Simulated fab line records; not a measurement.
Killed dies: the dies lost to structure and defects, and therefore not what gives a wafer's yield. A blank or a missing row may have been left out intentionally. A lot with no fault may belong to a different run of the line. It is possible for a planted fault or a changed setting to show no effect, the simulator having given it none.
fab line records	flow sky130
record: lots: 7	wafers: 20	last-day: 50
route steps=708 shown CAP2M@612 METAL4@621 PAD_OPEN@708
lots with no fault: from the same line, run without faults
start-h: start of the lot's first displayed wafer, in hours after the record's first day	wait-h: hours from the lot's prior step to this one	" as in the row above	L1.1+2: one row covering several wafers at once	- value missing, or start not given	* or withheld: withheld	< > ~ a bound
route shown NAME@n: names a module that has steps shown in the file, with the first one's number in the route	usual: mean/standard deviation taken from wafers without a fault	same: alike in all rows	chamber/n: place in a boat	sites: readings site by site	_std_site: standard deviation across them	_edge_site: outer sites' mean less inner sites'	radius-mm: for every site, how far away it sits from the centre of the wafer	mask NAME#n: copy n	behind: tool/chamber where the wafer was last shaped	hold: the reason the lot was held/the length of the hold in hours/how it ended	device: whichever transistor did not switch (one of n, p or np)	end of line: at the end of the route, the tests of the same wafers	a step without rows: its recipe alone	killed: dies lost to structure and defects at the first sort, not the wafer's yield	map: per-die view of a wafer (x killed, . not killed, _ where there is no die)
set.NAME: the setting that was run; set.NAME@STEP: the one run at that earlier step	model.NAME: the simulator's own value behind a step, which no gauge read
lots at selected steps of the route; one table per step, one row per wafer
services: the hour from which a tool's chamber was out of use, counted from the record's first day as start-h (under 0 if before that day), plus the number of hours and why
== steps ==
step: SKY_CAP2M_EXPOSE_09
recipe: mask-id: CAP2M	na: 0.6	source-shape: conventional	sigma-outer: 0.6	polarization: unpolarized	target-cd-nm: 1000	dose-mj: 159
step: SKY_CAP2M_PEB_10
recipe: temp-c: withheld	time-s: *	resist: NOVOLAK
step: SKY_CAP2M_DEVELOP_11
recipe: resist: NOVOLAK	developer: TMAH	develop-time-s: 60	dev-temp-c: 23
step: SKY_CAP2M_OVL_MEAS_12
usual: CAP2M_OVL: -0.4/1.4
lot.wafer	tool	chamber	start-h	wait-h	CAP2M_OVL[nm]
L865.1	overlay-01	-	957.82	0.1	-0.6
L865.4	"	-	"	"	-1.7
L865.6	"	-	"	"	-3.8
L871.4	overlay-01	-	1003.30	0.1	-2.2
L871.5	"	-	"	"	-0.9
L871.6	"	-	"	"	-1.3
L872.2	overlay-02	-	1006.79	0.1	-0.9
L872.4	"	-	"	"	-0.9
L872.5	"	-	"	"	-0.7
L873.3	overlay-01	-	1018.69	0.1	0.3
L873.6	"	-	"	"	-0.3
L881.4	overlay-01	-	1070.19	0.1	-1.5
L881.5	"	-	"	"	-0.2
L881.6	"	-	"	"	-1.7
L885.1	overlay-02	-	1093.96	0.1	-0.1
L885.2	"	-	"	"	0.0
L885.5	"	-	"	"	-0.9
L886.1	overlay-02	-	1104.03	0.1	0.7
L886.4	"	-	"	"	0.0
L886.6	"	-	"	"	-0.1
step: SKY_CAP2M_METAL_ETCH_13
recipe: target-depth-nm: 220	stop-on: SiO2	chemistry: Cl2/BCl3	target: TiN	pressure-mtorr: 10	icp-w: 900	bias-w: 48.5	Cl2_flow_sccm: 60	bcl3-flow-sccm: 30	time-s: 62.9
usual: drypump-motor-current-A: 6.2/0.41	oes-product-au: 0.941/0.0073	rf-fwd-power-W: 893.6/2.6	throttle-valve-pct: 21.903/0.0093
same: time-s: 62.9
lot.wafer	tool	chamber	start-h	wait-h	drypump-motor-current-A	oes-product-au	rf-fwd-power-W	rf-hours-counter-h	throttle-valve-pct
L865.1	rie-metal-04	0	957.86	0.0	6.4	0.942	891.8	15	21.921
L865.4	"	1	"	"	6.7	0.942	892.9	-	21.894
L865.6	"	0	"	"	6.4	0.938	896.3	-	21.901
L871.4	rie-metal-02	0	1003.34	0.0	6.0	0.939	891.9	-	21.906
L871.5	"	0	"	"	6.0	0.943	899.0	-	21.891
L871.6	"	1	"	"	6.7	0.943	891.1	-	21.911
L872.2	rie-metal-03	1	1006.82	0.0	6.1	0.936	890.0	14	21.909
L872.4	"	1	"	"	6.1	0.934	890.9	-	21.912
L872.5	"	0	"	"	5.4	0.939	895.3	-	21.891
L873.3	rie-metal-02	1	1018.74	0.0	6.6	0.945	899.4	-	21.904
L873.6	"	0	"	"	6.0	0.946	895.3	-	21.886
L881.4	rie-metal-02	0	1070.29	0.1	6.0	0.932	892.9	-	21.896
L881.5	"	0	"	"	6.0	0.944	895.9	-	21.887
L881.6	"	0	"	"	6.0	0.948	890.6	-	21.884
L885.1	rie-metal-04	0	1094.00	0.0	6.4	0.940	888.1	21	21.895
L885.2	"	1	"	"	6.7	0.930	896.1	23	21.914
L885.5	"	0	"	"	6.4	0.937	896.0	-	21.892
L886.1	rie-metal-04	0	1104.06	0.0	6.4	0.936	894.8	22	21.910
L886.4	"	1	"	"	6.7	0.935	897.0	-	21.904
L886.6	"	0	"	"	6.4	0.930	894.1	-	21.896
step: SKY_CAP2M_STRIP_14
recipe: chemistry: O2/N2	power-w: 1400	pressure-mtorr: 1500	platen-temp-c: withheld	o2-flow-sccm: 3000	n2-flow-sccm: 300	overash-fraction: 0.5
step: SKY_CAP2M_STRIP_15
recipe: chemistry: post-etch-residue-remover	time-s: 1200	temp-c: 72.5
step: SKY_CAP2M_CLEAN_16
recipe: chemistry: IPA	time-s: 180	temp-c: 25
step: SKY_CAP2M_CLEAN_17
recipe: chemistry: O3/DIW	dry: n2-spin
step: SKY_METAL4_DEHYDRATE_05
recipe: temp-c: 200	time-s: 60
step: SKY_METAL4_HMDS_06
recipe: prime-time-s: 60	prime-temp-c: 120
step: SKY_METAL4_COAT_07
recipe: resist: BARC	temp-c: withheld	time-s: withheld	spin-rpm: 3000	resist-thk-nm: 60
step: SKY_METAL4_COAT_08
recipe: resist: KrF-thick	spin-rpm: 3000	resist-thk-nm: 1140
lot.wafer	tool	chamber	start-h	wait-h	model.KrF-thick_of_METAL4_COAT_08.thk-nm
L865.1	litho-track-02	0	970	-	1143
L865.4	"	0	"	"	1144
L865.6	"	0	"	"	1141
L871.4	litho-track-04	0	1015	-	1139
L871.5	"	0	"	"	1157
L871.6	"	0	"	"	1140
L872.2	litho-track-04	0	1018	-	1138
L872.4	"	0	"	"	1144
L872.5	"	0	"	"	1161
L873.3	litho-track-04	0	1030	-	1152
L873.6	"	0	"	"	1140
L881.4	litho-track-01	0	1081	-	1139
L881.5	"	0	"	"	1142
L881.6	"	0	"	"	1146
L885.1	litho-track-02	0	1105	-	1134
L885.2	"	0	"	"	1137
L885.5	"	0	"	"	1135
L886.1	litho-track-04	0	1113	-	1143
L886.4	"	0	"	"	1149
L886.6	"	0	"	"	1145
step: SKY_METAL4_SOFTBAKE_09
recipe: temp-c: 100	time-s: 90	resist: KrF-thick
step: SKY_METAL4_EXPOSE_10
recipe: mask-id: MM4	na: 0.68	source-shape: annular	sigma-inner: 0.4	sigma-outer: 0.8	target-cd-nm: 300	dose-mj: 28
step: SKY_METAL4_PEB_11
recipe: peb-temp-c: withheld	peb-time-s: withheld	resist: KrF-thick
step: SKY_METAL4_DEVELOP_12
recipe: develop-time-s: 60	resist: KrF-thick	dev-temp-c: 21
step: SKY_METAL4_CD_MEAS_13
recipe: target-cd-nm: 300
usual: cd-nm: 300.1/1.5
lot.wafer	tool	chamber	start-h	wait-h	cd-nm
L865.1	cd-sem-02	-	983.17	-	300.7
L865.4	"	-	"	"	303.2
L865.6	"	-	"	"	302.7
L871.4	cd-sem-01	-	1026.54	-	300.8
L871.5	"	-	"	"	299.7
L871.6	"	-	"	"	300.0
L872.2	cd-sem-02	-	1029.94	-	296.5
L872.4	"	-	"	"	298.7
L872.5	"	-	"	"	298.5
L873.3	cd-sem-02	-	1041.86	-	301.8
L873.6	"	-	"	"	300.9
L881.4	cd-sem-01	-	1091.74	-	299.6
L881.5	"	-	"	"	300.3
L881.6	"	-	"	"	299.8
L885.1	cd-sem-01	-	1114.28	-	302.0
L885.2	"	-	"	"	300.4
L885.5	"	-	"	"	300.3
L886.1	cd-sem-01	-	1124.93	-	297.8
L886.4	"	-	"	"	298.8
L886.6	"	-	"	"	299.2
step: SKY_METAL4_OVL_MEAS_14
usual: METAL4_OVL: -8/5.9
lot.wafer	tool	chamber	start-h	wait-h	METAL4_OVL[nm]
L865.1	overlay-01	-	983.29	0.1	-6
L865.4	"	-	"	"	-6
L865.6	"	-	"	"	-1
L871.4	overlay-02	-	1026.62	0.1	-10
L871.5	"	-	"	"	-7
L871.6	"	-	"	"	-11
L872.2	overlay-02	-	1030.05	0.1	-11
L872.4	"	-	"	"	-13
L872.5	"	-	"	"	-16
L873.3	overlay-02	-	1041.95	0.1	-12
L873.6	"	-	"	"	-4
L881.4	overlay-02	-	1091.82	0.1	-10
L881.5	"	-	"	"	-6
L881.6	"	-	"	"	-7
L885.1	overlay-02	-	1114.40	0.1	-15
L885.2	"	-	"	"	-13
L885.5	"	-	"	"	-12
L886.1	overlay-02	-	1125.05	0.1	3
L886.4	"	-	"	"	0
L886.6	"	-	"	"	1
step: SKY_METAL4_DESCUM_15
recipe: chemistry: O2	source-power-w: 150	bias-power-w: 0	pressure-mtorr: 10	temp-c: 40	time-s: 8
usual: drypump-motor-current-A: 5.8/0.47	oes-product-au: 0.999/0.012	rf-fwd-power-W: 147.1/0.76
same: time-s: 8
lot.wafer	tool	chamber	start-h	wait-h	drypump-motor-current-A	oes-product-au	rf-fwd-power-W	rf-hours-counter-h
L865.1	rie-metal-03	0	983.33	0.0	5.5	1.005	147.0	3
L865.4	"	0	"	"	5.4	0.997	147.7	-
L865.6	"	0	"	"	5.4	0.999	147.9	-
L871.4	rie-metal-04	1	1026.65	0.0	6.7	1.015	147.4	-
L871.5	"	1	"	"	6.7	1.006	148.1	-
L871.6	"	0	"	"	6.4	1.005	147.5	-
L872.2	rie-metal-01	0	1030.08	0.0	5.5	1.002	148.4	18
L872.4	"	1	"	"	5.3	0.996	146.5	-
L872.5	"	0	"	"	5.5	0.996	148.3	-
L873.3	rie-metal-01	1	1041.99	0.0	5.3	0.979	146.1	-
L873.6	"	1	"	"	5.4	0.984	146.8	-
L881.4	rie-metal-03	1	1091.85	0.0	6.1	1.019	145.7	-
L881.5	"	0	"	"	5.4	1.004	147.1	-
L881.6	"	1	"	"	6.1	1.008	145.8	-
L885.1	rie-metal-04	1	1114.43	0.0	6.7	1.005	147.9	25
L885.2	"	0	"	"	6.4	1.008	147.3	23
L885.5	"	1	"	"	6.7	0.999	147.9	-
L886.1	rie-metal-04	1	1125.08	0.0	6.7	1.004	147.8	25
L886.4	"	0	"	"	6.4	1.016	147.2	-
L886.6	"	1	"	"	6.8	1.003	147.4	-
step: SKY_METAL4_ETCH_16
recipe: chemistry: N2/H2	target: BARC	ion-energy-ev: 200	bias-w: 100	pressure-mtorr: 30	n2-flow-sccm: 100	h2-flow-sccm: 200	icp-w: 500	stop-on: SiO2	time-s: 88.2	target-depth-a: 600
usual: drypump-motor-current-A: 5.8/0.48	oes-product-au: 0.626/0.005	rf-fwd-power-W: 496.5/1.7	throttle-valve-pct: 13.204/0.0097
same: time-s: 88.2
lot.wafer	tool	chamber	start-h	wait-h	drypump-motor-current-A	oes-product-au	rf-fwd-power-W	rf-hours-counter-h	throttle-valve-pct
L865.1	rie-metal-03	0	983.36	0.0	5.4	0.638	497.4	3	13.212
L865.4	"	0	"	"	5.4	0.628	497.8	-	13.211
L865.6	"	0	"	"	5.4	0.617	497.8	-	13.208
L871.4	rie-metal-04	1	1026.70	0.0	6.8	0.627	498.3	-	13.208
L871.5	"	1	"	"	6.8	0.623	499.2	-	13.216
L871.6	"	0	"	"	6.4	0.629	495.6	-	13.189
L872.2	rie-metal-01	0	1030.11	0.0	5.5	0.631	496.0	18	13.209
L872.4	"	1	"	"	5.3	0.622	493.8	-	13.216
L872.5	"	0	"	"	5.5	0.616	495.8	-	13.199
L873.3	rie-metal-01	1	1042.04	0.0	5.3	0.623	494.3	-	13.200
L873.6	"	1	"	"	5.4	0.622	494.1	-	13.211
L881.4	rie-metal-03	1	1091.90	0.0	6.1	0.628	494.8	-	13.201
L881.5	"	0	"	"	5.4	0.620	496.8	-	13.190
L881.6	"	1	"	"	6.1	0.619	496.9	-	13.202
L885.1	rie-metal-04	1	1114.46	0.0	6.8	0.629	495.0	25	13.207
L885.2	"	0	"	"	6.4	0.619	498.6	23	13.184
L885.5	"	1	"	"	6.7	0.615	496.0	-	13.212
L886.1	rie-metal-04	1	1125.11	0.0	6.7	0.629	499.2	25	13.210
L886.4	"	0	"	"	6.4	0.623	497.9	-	13.190
L886.6	"	1	"	"	6.8	0.616	496.2	-	13.204
step: SKY_METAL4_ETCH_17
recipe: target: SiO2	stop-on: TiN	chemistry: C4F8/O2/Ar	source-w: 1500	bias-w: 1200	pressure-mtorr: 40	c4f8-flow-sccm: withheld	O2_flow_sccm: 6	Ar_flow_sccm: 300	time-s: 3.9	target-depth-a: 150
usual: oes-product-au: 0.753/0.0073	rf-fwd-power-W: 1470/8
same: time-s: 3.9
lot.wafer	tool	chamber	start-h	wait-h	oes-product-au	rf-fwd-power-W	rf-hours-counter-h
L865.1	rie-diel-02	3	983.46	0.1	0.744	1464	10
L865.4	"	2	"	"	0.750	1461	12
L865.6	"	3	"	"	0.753	1465	-
L871.4	rie-diel-01	1	1026.77	0.0	0.756	1471	14
L871.5	"	3	"	"	0.759	1459	-
L871.6	"	2	"	"	0.759	1476	-
L872.2	rie-diel-01	3	1030.21	0.1	0.753	1465	23
L872.4	"	1	"	"	0.757	1462	14
L872.5	"	0	"	"	0.754	1460	-
L873.3	rie-diel-02	1	1042.11	0.0	0.756	1485	17
L873.6	"	1	"	"	0.763	1484	-
L881.4	rie-diel-01	0	1091.97	0.0	0.755	1466	22
L881.5	"	2	"	"	0.758	1467	-
L881.6	"	1	"	"	0.755	1473	-
L885.1	rie-diel-02	1	1114.56	0.1	0.753	1485	20
L885.2	"	2	"	"	0.755	1472	16
L885.5	"	1	"	"	0.767	1480	-
L886.1	rie-diel-02	2	1125.21	0.1	0.746	1476	17
L886.4	"	1	"	"	0.762	1485	20
L886.6	"	2	"	"	0.768	1468	-
step: SKY_METAL4_METAL_ETCH_18
recipe: target-depth-a: 8450	stop-on: SiO2	over-etch-frac: 0.3	time-s: 183.1	chemistry: Cl2/BCl3	resist-sidewall-deg: 88	pressure-mtorr: 10	icp-w: 900	bias-w: 48.5	Cl2_flow_sccm: 60	bcl3-flow-sccm: 30
usual: drypump-motor-current-A: 5.8/0.48	oes-product-au: 0.865/0.0071	rf-fwd-power-W: 897.1/2.6	throttle-valve-pct: 22.265/0.0099
same: time-s: 183.1
lot.wafer	tool	chamber	start-h	wait-h	drypump-motor-current-A	oes-product-au	rf-fwd-power-W	rf-hours-counter-h	throttle-valve-pct	model.KrF-thick_of_METAL4_COAT_08.thk-nm
L865.1	rie-metal-01	0	983.48	0.0	5.5	0.861	892.0	15	22.267	531.1
L865.4	"	1	"	"	5.4	0.872	898.5	-	22.276	544.1
L865.6	"	0	"	"	5.5	0.857	894.6	-	22.270	529.5
L871.4	rie-metal-01	0	1026.85	0.1	5.5	0.873	901.7	-	22.273	534.8
L871.5	"	1	"	"	5.3	0.865	893.4	-	22.266	561.9
L871.6	"	0	"	"	5.5	0.866	899.4	-	22.267	537.4
L872.2	rie-metal-03	1	1030.22	0.0	6.1	0.861	893.7	17	22.252	523.7
L872.4	"	1	"	"	6.1	0.866	895.1	-	22.249	525.9
L872.5	"	1	"	"	6.1	0.860	895.3	-	22.263	546.8
L873.3	rie-metal-03	0	1042.18	0.1	5.4	0.866	893.2	-	22.244	531.6
L873.6	"	1	"	"	6.1	0.871	894.8	-	22.286	522.5
L881.4	rie-metal-04	0	1092.05	0.1	6.4	0.865	897.7	-	22.285	509.7
L881.5	"	1	"	"	6.8	0.876	894.5	-	22.276	517.4
L881.6	"	0	"	"	6.4	0.867	894.8	-	22.260	518.2
L885.1	rie-metal-01	1	1114.58	0.0	5.3	0.872	899.3	29	22.268	540.8
L885.2	"	0	"	"	5.5	0.866	896.0	24	22.265	528.4
L885.5	"	0	"	"	5.5	0.869	896.0	-	22.265	525.4
L886.1	rie-metal-01	1	1125.23	0.0	5.3	0.879	895.4	30	22.259	541.7
L886.4	"	1	"	"	5.3	0.875	892.6	-	22.269	547.8
L886.6	"	1	"	"	5.4	0.876	894.8	-	22.271	542
step: SKY_METAL4_STRIP_19
recipe: chemistry: O2/N2	power-w: 1400	pressure-mtorr: 1500	platen-temp-c: withheld	o2-flow-sccm: 3000	n2-flow-sccm: 300	overash-fraction: 0.5
usual: drypump-motor-current-A: 5.7/0.39	oes-product-au: 0.503/0.0067	strip-time-to-endpoint-s: 6.55/0.096
lot.wafer	tool	chamber	start-h	wait-h	drypump-motor-current-A	oes-product-au	rf-hours-counter-h	strip-time-to-endpoint-s
L865.1	plasma-asher-04	0	983.66	0.1	6.0	0.503	22	6.57
L865.4	"	0	"	"	6.0	0.508	-	6.71
L865.6	"	0	"	"	6.0	0.499	-	6.56
L871.4	plasma-asher-02	1	1027.00	0.1	5.2	0.506	-	6.62
L871.5	"	1	"	"	5.2	0.514	-	6.89
L871.6	"	0	"	"	6.2	0.509	-	6.65
L872.2	plasma-asher-01	1	1030.40	0.1	5.9	0.503	62	6.52
L872.4	"	0	"	"	5.4	0.507	-	6.52
L872.5	"	0	"	"	5.5	0.518	-	6.74
L873.3	plasma-asher-02	1	1042.34	0.1	5.2	0.502	-	6.58
L873.6	"	1	"	"	5.2	0.503	-	6.49
L881.4	plasma-asher-04	0	1092.20	0.1	6.0	0.503	-	6.37
L881.5	"	0	"	"	6.0	0.498	-	6.43
L881.6	"	1	"	"	5.5	0.495	-	6.43
L885.1	plasma-asher-02	0	1114.76	0.1	6.3	0.496	99	6.67
L885.2	"	1	"	"	5.2	0.499	99	6.54
L885.5	"	0	"	"	6.2	0.496	-	6.51
L886.1	plasma-asher-01	1	1125.59	0.3	5.8	0.511	71	6.69
L886.4	"	0	"	"	5.5	0.513	-	6.74
L886.6	"	0	"	"	5.5	0.507	-	6.68
step: SKY_PAD_OPEN_PROBE_99
usual: defect-limited-yield: 82.4/1.9	killed_at_M0_to_M3: 44/7.5	killed_at_M4_up: 3.2/1.9	killed-at-contacts: 23/4.7	killed-at-front-end: 15/4.7	killed-at-other: 0.4/0.66	killed-dies: 87/9.3	killed-open: 47/7.2	killed-short: 39/6.5	sort_bin_3_pad_short: 0.8/0.39	sort_bin_5_function: 10.5/1.4	sort_bin_6_memory: 6.3/1.2	sort-n-pass: 405/9.3	sort-yield-pct: 82.4/1.9
same: gross-dies: 492	killed-at-back-side: 0	sort_bin_4_leakage[%]: 0	sort_bin_8_speed[%]: 0
lot.wafer	tool	chamber	start-h	wait-h	defect-limited-yield[%]	killed_at_M0_to_M3	killed_at_M4_up	killed-at-contacts	killed-at-front-end	killed-at-other	killed-dies	killed-open	killed-short	sort_bin_3_pad_short[%]	sort_bin_5_function[%]	sort_bin_6_memory[%]	sort-n-pass	sort-yield-pct[%]
L865.1	prober-01	-	1078.91	0.1	84.3	34	4	25	14	0	77	48	29	0.4	10.6	4.7	415	84.3
L865.4	prober-01	-	1079.06	0.2	80.3	52	3	34	8	0	97	57	40	0.8	13.6	5.3	395	80.3
L865.6	prober-01	-	1079.16	0.2	82.7	48	2	22	11	2	85	57	28	0.6	10.4	6.3	407	82.7
L871.4	prober-01	-	1116.04	0.2	85.2	38	3	20	12	0	73	44	29	0.8	8.7	5.3	419	85.2
L871.5	prober-01	-	1116.09	0.2	84.1	49	4	13	12	0	78	33	45	0.8	7.9	7.1	414	84.1
L871.6	prober-01	-	1116.14	0.2	82.7	50	1	22	12	0	85	48	37	1.4	10.6	5.3	407	82.7
L872.2	prober-02	-	1131.05	0.1	82.7	43	3	23	14	2	85	47	36	0.4	11.6	5.3	407	82.7
L872.4	prober-02	-	1131.15	0.2	81.7	43	9	29	8	1	90	58	32	0.6	11.4	6.3	402	81.7
L872.5	prober-02	-	1131.20	0.2	82.3	47	5	26	9	0	87	50	37	1.8	9.1	6.7	405	82.3
L873.3	prober-01	-	1132.60	0.2	79.7	59	1	25	15	0	100	48	52	1.8	11.4	7.1	392	79.7
L885.1	prober-01	-	1191.33	0.1	80.5	47	3	27	19	0	96	58	37	0.2	13.0	6.3	396	80.5
L885.2	prober-01	-	1191.38	0.1	81.7	57	4	19	9	1	90	49	41	1.0	11.2	6.1	402	81.7
L885.5	prober-01	-	1191.53	0.2	81.9	45	3	23	18	0	89	45	43	0.8	10.2	7.1	403	81.9
L886.1	prober-01	-	1201.19	0.1	86.6	25	4	15	22	0	66	40	26	0.6	9.6	3.3	426	86.6
L886.4	prober-01	-	1201.34	0.2	86.2	38	4	10	16	0	68	32	36	0.8	7.5	5.5	424	86.2
L886.6	prober-01	-	1201.44	0.2	82.7	34	7	26	18	0	85	51	34	1.0	11.0	5.3	407	82.7
killed by level:class
L865.1 CONTACT:geometric-particle:open=10 FIELD_ISO:geometric-particle:open=6 METAL1:geometric-particle:open=6 LI_CONTACT:geometric-particle:open=6 VIA3:geometric-particle:open=6 CONTACT:geometric-particle:short=4 VIA1:geometric-particle:open=4 LOCAL_INTERCONNECT:geometric-particle:open=3
L865.4 VIA1:geometric-particle:open=12 CONTACT:geometric-particle:open=11 VIA2:geometric-particle:open=11 CONTACT:geometric-particle:short=8 METAL1:geometric-particle:short=7 METAL2:geometric-particle:short=7 LI_CONTACT:geometric-particle:open=6 LOCAL_INTERCONNECT:geometric-particle:short=5
L865.6 VIA1:geometric-particle:open=14 CONTACT:geometric-particle:open=13 VIA3:geometric-particle:open=8 VIA2:geometric-particle:open=8 POLY_GATE:geometric-particle:open=7 METAL1:geometric-particle:short=5 VIA1:geometric-particle:short=5 CONTACT:geometric-particle:short=4
L871.4 VIA1:geometric-particle:open=11 VIA2:geometric-particle:open=8 LI_CONTACT:geometric-particle:open=6 CONTACT:geometric-particle:open=6 FIELD_ISO:geometric-particle:open=5 VIA2:geometric-particle:short=4 SPACER:geometric-particle:short=3 LI_CONTACT:geometric-particle:short=3
L871.5 VIA1:geometric-particle:open=14 METAL2:geometric-particle:short=8 METAL1:geometric-particle:short=7 VIA2:geometric-particle:open=7 LOCAL_INTERCONNECT:geometric-particle:short=5 VIA1:geometric-particle:short=5 METAL4:geometric-particle:short=4 LI_CONTACT:geometric-particle:open=4
L871.6 VIA1:geometric-particle:open=13 CONTACT:geometric-particle:open=10 VIA2:geometric-particle:open=9 METAL2:geometric-particle:short=6 CONTACT:geometric-particle:short=5 METAL1:geometric-particle:short=4 METAL1:geometric-particle:open=4 VIA1:geometric-particle:short=4
L872.2 VIA1:geometric-particle:open=11 CONTACT:geometric-particle:open=9 POLY_GATE:geometric-particle:short=6 LI_CONTACT:geometric-particle:short=6 VIA2:geometric-particle:open=6 LI_CONTACT:geometric-particle:open=5 VIA3:geometric-particle:open=5 METAL2:geometric-particle:short=4
L872.4 LI_CONTACT:geometric-particle:open=12 VIA1:geometric-particle:open=12 CONTACT:geometric-particle:open=9 VIA2:geometric-particle:open=5 VIA2:geometric-particle:short=4 METAL3:geometric-particle:short=4 VIA3:geometric-particle:open=4 METAL4:geometric-particle:short=4
L872.5 VIA1:geometric-particle:open=11 CONTACT:geometric-particle:open=10 LI_CONTACT:geometric-particle:open=8 VIA2:geometric-particle:open=8 VIA1:geometric-particle:short=6 METAL1:geometric-particle:short=4 METAL2:geometric-particle:short=4 METAL2:geometric-particle:open=4
L873.3 VIA1:geometric-particle:open=13 VIA1:geometric-particle:short=8 METAL3:geometric-particle:short=7 METAL1:geometric-particle:short=6 LOCAL_INTERCONNECT:geometric-particle:short=6 CONTACT:geometric-particle:open=6 FIELD_ISO:geometric-particle:open=5 POLY_GATE:geometric-particle:open=5
L885.1 CONTACT:geometric-particle:open=13 VIA3:geometric-particle:open=9 VIA2:geometric-particle:open=7 VIA1:geometric-particle:open=7 METAL1:geometric-particle:short=6 FIELD_ISO:geometric-particle:short=5 POLY_GATE:geometric-particle:open=4 SPACER:geometric-particle:short=4
L885.2 VIA1:geometric-particle:open=13 METAL1:geometric-particle:short=10 VIA3:geometric-particle:open=7 LI_CONTACT:geometric-particle:open=6 METAL2:geometric-particle:short=5 VIA2:geometric-particle:open=5 LI_CONTACT:geometric-particle:short=4 CONTACT:geometric-particle:short=4
L885.5 LI_CONTACT:geometric-particle:open=9 VIA1:geometric-particle:open=9 CONTACT:geometric-particle:open=7 METAL1:geometric-particle:short=5 VIA1:geometric-particle:short=5 METAL2:geometric-particle:short=5 FIELD_ISO:geometric-particle:open=4 VIA2:geometric-particle:short=4
L886.1 VIA1:geometric-particle:open=9 POLY_GATE:geometric-particle:short=8 LI_CONTACT:geometric-particle:open=6 POLY_GATE:geometric-particle:open=5 SPACER:geometric-particle:short=3 POLY_CUT:geometric-particle:open=3 METAL4:geometric-particle:short=3 CONTACT:geometric-particle:short=3
L886.4 METAL2:geometric-particle:short=8 VIA2:geometric-particle:open=6 VIA1:geometric-particle:open=6 FIELD_ISO:geometric-particle:short=5 FIELD_ISO:geometric-particle:open=5 CONTACT:geometric-particle:open=4 VIA3:geometric-particle:open=4 LI_CONTACT:geometric-particle:open=3
L886.6 CONTACT:geometric-particle:open=13 METAL2:geometric-particle:short=10 VIA1:geometric-particle:open=7 LI_CONTACT:geometric-particle:open=6 VIA2:geometric-particle:open=6 FIELD_ISO:geometric-particle:open=5 POLY_GATE:geometric-particle:open=5 POLY_GATE:geometric-particle:short=4
== services ==
tool	chamber	start-h	hours	kind
rie-metal-01	1	941.49	1.2	repair
rie-diel-02	0	961.49	5.7	repair
plasma-asher-01	-	966.95	3.2	repair
rie-metal-04	-	984.40	0.2	repair
rie-metal-04	-	1001.93	2.8	pm
rie-diel-01	0	1008.08	9.8	repair
rie-diel-01	1	1009.95	2.3	repair
rie-metal-04	-	1010.97	14.6	pm
litho-track-04	-	1017.84	-	consumable-replace:filter
rie-diel-02	2	1020.36	8.5	repair
rie-metal-01	-	1021.74	0.5	repair
rie-diel-01	2	1038.91	6.5	repair
rie-diel-02	-	1046.35	0.5	repair
rie-metal-02	1	1069.52	7.4	repair
rie-metal-03	-	1069.58	1.2	repair
rie-diel-01	2	1087.09	2.1	repair
rie-metal-02	-	1103.29	1.7	repair
rie-metal-03	-	1106.00	1.9	repair
rie-diel-01	-	1114.64	28.1	pm
rie-metal-01	0	1115.08	-	clean
rie-metal-01	0	1115.08	-	consumable-replace:focus-ring
rie-metal-01	0	1115.08	16.3	scheduled-down
rie-metal-01	0	1115.08	16.3	vent-cycle
== key ==
first-sign none at tools or gauges
model-effect: step: SKY_METAL4_COAT_08	value: KrF-thick_of_METAL4_COAT_08.thk-nm	without: 1140	struck: 1157
model-effect: step: SKY_METAL4_METAL_ETCH_18	value: KrF-thick_of_METAL4_COAT_08.thk-nm	without: 530.4	struck: 546.8
met-at SKY_METAL4_COAT_08
struck-wafers L871.5,L872.5,L873.3
fault: kind: process-parameter-drift	tool: litho-track-04	chamber: -	onset-h: 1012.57	steps: SKY_METAL4_COAT_08	channel: resist-thk-nm	offset: 16.339	shape: step	end-h: 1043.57	scope: struck-wafers-only	acts-in: these-recipes-only	stated: 1140
